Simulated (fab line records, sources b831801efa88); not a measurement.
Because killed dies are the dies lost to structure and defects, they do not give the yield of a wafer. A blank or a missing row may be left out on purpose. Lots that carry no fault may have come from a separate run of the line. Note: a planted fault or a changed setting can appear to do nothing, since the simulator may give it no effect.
Struck lot and sound lot, side by side + flow sky130 + 18 steps out of a route of 708
Sound: the wafers L540.1, L540.4, L540.5. Struck: wafer L535.5 (L535.4, L535.6, from the same lot, were not struck and are left out); the cause is given at the end.
Per side, at each step with rows, come the tool, then ch with its chambers, and then its first start. Under that, the readings that differ: sound wafers + struck wafers + difference of the means + sigmas: that difference in standard deviations of wafers without a fault.
alike: readings whose means differ by less than 2 such deviations, and words and numbers that are the same on both sides. not compared: withheld readings, readings that some wafer has no value for, bounds like >300 that may hide the same value, and numbers for which the record gives no deviation and whose values overlap.
The two part at a step that has a row with sigmas, a row that says differs or no value, or rows on one side only. Numbers that don't overlap but have no deviation are shown without sigmas and don't part them. Lack of a reading on every wafer of one side parts them only where that side has two or more wafers.

first, 2 steps without rows for these wafers: SKY_CONTACT_PEB_12; SKY_CONTACT_DEVELOP_13 (develop time 60 s).
SKY_CONTACT_CD_MEAS_14: target cd 170 nm.
  struck on cd-sem-02, day 37 14:01; sound on cd-sem-01, day 38 22:37
  alike: cd-nm
SKY_CONTACT_OVL_MEAS_15:
  struck on overlay-01, day 37 14:05; sound on overlay-01, day 38 22:44
  alike: CONTACT_OVL
SKY_CONTACT_ETCH_16: etches BARC in N2/H2, stops on SiO2, time 45.9 s, target depth 60 nm.
  sound on rie-diel-04 ch 1,2, day 38 22:46; struck on rie-diel-04 ch 1, day 37 14:07
  alike: drypump-motor-current-A, oes-product-au, rf-fwd-power-W, throttle-valve-pct
  not compared: rf-hours-counter-h
then, 1 step without rows for these wafers: SKY_CONTACT_ETCH_17 (etches SiO2 in C4F8/O2/Ar, stops on Si3N4, target depth 340 nm).
SKY_CONTACT_ETCH_18: etches Si3N4 in CHF3/O2, stops on TiN, time 39 s, target depth 75 nm.
  sound: rie-diel-04 ch 1,2; struck: rie-diel-04 ch 1
  alike: drypump-motor-current-A, oes-product-au, rf-fwd-power-W, throttle-valve-pct
  not compared: rf-hours-counter-h
SKY_CONTACT_STRIP_19: strips in O2/N2.
  sound on plasma-asher-04 ch 0,1, day 38 22:54; struck on plasma-asher-04 ch 1, day 37 14:17
  alike: drypump-motor-current-A, oes-product-au, strip-time-to-endpoint-s
  not compared: rf-hours-counter-h
then, 3 steps without rows for these wafers: SKY_CONTACT_STRIP_20 (strips in post etch residue remover, time 1200 s); SKY_CONTACT_CLEAN_21 (cleans in IPA, time 180 s); SKY_CONTACT_CLEAN_22 (cleans in O3/DIW).
SKY_CONTACT_SPUTTER_23: material TiN, target thk 20 nm, time 80 s.
  struck on pvd-sputter-04, day 37 14:52; sound on pvd-sputter-04, day 38 23:32
  alike: throttle-valve-pct
SKY_CONTACT_CVD_24: deposits W, target thk 340 nm, time 102.12 s.
  sound on cvd-w-01 ch 1, day 38 23:35; struck on cvd-w-02 ch 1, day 37 14:58
| reading                               | sound             | struck | difference | sigmas |
|---------------------------------------|-------------------|--------|------------|--------|
| model.W_of_CONTACT_CVD_24.thk-nm (nm) | 338.9 341.2 337.6 | 615.3  | +276.1     |        |
  alike: chamber-pressure-Torr, heater-power-w
SKY_CONTACT_RS_MEAS_25: measures by four-point-probe.
  struck on film-metro-03, day 37 15:23; sound on film-metro-03, day 38 23:42
| reading               | sound             | struck | difference | sigmas |
|-----------------------|-------------------|--------|------------|--------|
| CONTACT_W_RS (ohm/sq) | 0.338 0.337 0.340 | 0.186  | -0.152     | -42    |
  not compared: hold
SKY_CONTACT_THK_MEAS_26: measures by xrf.
  struck on film-metro-03, day 37 17:59; sound on film-metro-03, day 38 23:49
  not compared: hold, CONTACT_W_THK
SKY_CONTACT_CMP_27: polishes, stops on SiO2, t overpolish 15 s, target thk 0 nm.
  sound on cmp-02 ch 1,2, day 38 23:56; struck on cmp-01 ch 1, day 37 20:22
| reading                | sound          | struck                   | difference                   | sigmas |
|------------------------|----------------|--------------------------|------------------------------|--------|
| hold                   | - - -          | await-dispo/1.7h/release | no value on the sound wafers |        |
| time-to-endpoint-s (s) | 82.7 85.9 81.4 | 150.7                    | +67.4                        | +23    |
  alike: motor-current-A
SKY_METAL1_SPUTTER_00: material Ti, target thk 15 nm, time 10 s.
  struck on pvd-sputter-03, day 37 20:37; sound on pvd-sputter-03, day 39 00:11
  alike: throttle-valve-pct
then, 1 step without rows for these wafers: SKY_PAD_OPEN_PROBE_99.

== WHERE THEY PART ==
Earliest at SKY_CONTACT_RS_MEAS_25; latest, in this record, at SKY_CONTACT_CMP_27. Later steps at which nothing parts them and some readings are alike: SKY_METAL1_SPUTTER_00.

WHY: whatever the simulator had introduced
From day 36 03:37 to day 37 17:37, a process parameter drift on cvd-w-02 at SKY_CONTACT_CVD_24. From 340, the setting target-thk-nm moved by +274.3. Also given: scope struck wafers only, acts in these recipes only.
